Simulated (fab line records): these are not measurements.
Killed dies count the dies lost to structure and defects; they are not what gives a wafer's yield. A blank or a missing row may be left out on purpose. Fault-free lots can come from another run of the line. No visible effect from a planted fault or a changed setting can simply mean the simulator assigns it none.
8D (eight disciplines) problem report, filled in by code -- flow gf180mcu -- the parts of the form that need people (team, actions taken, sign-off) are left out

== 1. THE PROBLEM ==
At GF_DUAL_GATE_SOFTBAKE_07, run-length-s averages 120.21 s over 6 wafers from 2 lots, while fault-free wafers read 89.16 s, standard deviation 0.099. That is +99 or more standard deviations from the usual mean.
The step: time 60 s.
First observed at day 11 23:54: wafer L678.1, on litho-track-01. At this step, 36 wafers from 12 lots have a number in the record. Rule for "out" (also "out of limits"): further than 4 standard deviations from the usual mean. The rest of the wafers with a number are treated as sound.

== 2. WHAT IT IS, WHAT IT ISN'T ==
question,is,is not
which readings at this step,run-length-s,resist-line-temp-C
which lots,"L678, L679","L664, L665, L666, L667, L670, L672, L683, L684, L685, L687"
which wafers of those lots,all that have a number,-
read on which tools,litho-track-01,"litho-track-02, litho-track-03"
when,from day 11 23:54,"up to then (18 sound wafers); but 12 sound wafers of L683, L684, L685, L687 came after"

== 3. THE SUSPECTS, EACH WITH WHAT RULES IT OUT ==
Counting: a tool stays on the suspect list if, at a process step up to the reading, it processed all lots that are out and no sound lot following the first of them.
- plasma-asher-01 at GF_MVPSD_STRIP_10 (strips in O2/N2): ruled out as a lasting fault. Sound lots L683, L687 ran on it after its first lot that is out, L678 (day 8 12:47).
- litho-track-01 at GF_DUAL_GATE_SOFTBAKE_07 (time 60 s): kept. All lots that are out passed through it, beginning with L678 at day 11 23:54, and no sound lot followed; its final sound lot before that point was L672 at day 10 03:39. Its own readings are out on those wafers: run-length-s.
The count leaves litho-track-01 at GF_DUAL_GATE_SOFTBAKE_07.

== 4. THE CAUSE (what the simulator had put in) ==
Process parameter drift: litho-track-01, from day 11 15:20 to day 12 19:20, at GF_DUAL_GATE_SOFTBAKE_07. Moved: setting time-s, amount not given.
Counting left only this tool.

== 5. THE EFFECT CHAIN, in route order ==
One row per reading whose mean, taken over the struck wafers that have a number, lies over 3 standard deviations from the usual. Readings are gone through only where the record gives a usual standard deviation; hours: the median, over the lots, of the time from a lot's start at the first step in this table giving one to that lot's start at this step; sigmas: the change measured in usual standard deviations.
hours,step,reading,usual,on struck wafers,change,sigmas
0,GF_DUAL_GATE_SOFTBAKE_07,run-length-s,89.16 s,120.21,+31.05,+99 or more
It contains these process steps:
- GF_DUAL_GATE_SOFTBAKE_07: time 60 s.
Later steps that measure or inspect, where all struck wafers having a row at the step show a number for every such reading and not one has moved that far: GF_PSD_CD_MEAS_07, GF_CONTACT_OVL_MEAS_15.

== 6. WHAT WOULD HAVE CAUGHT IT SOONER ==
9 hours passed between the start of the fault at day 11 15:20 and the first reading out of limits in this record, taken at day 11 23:54.
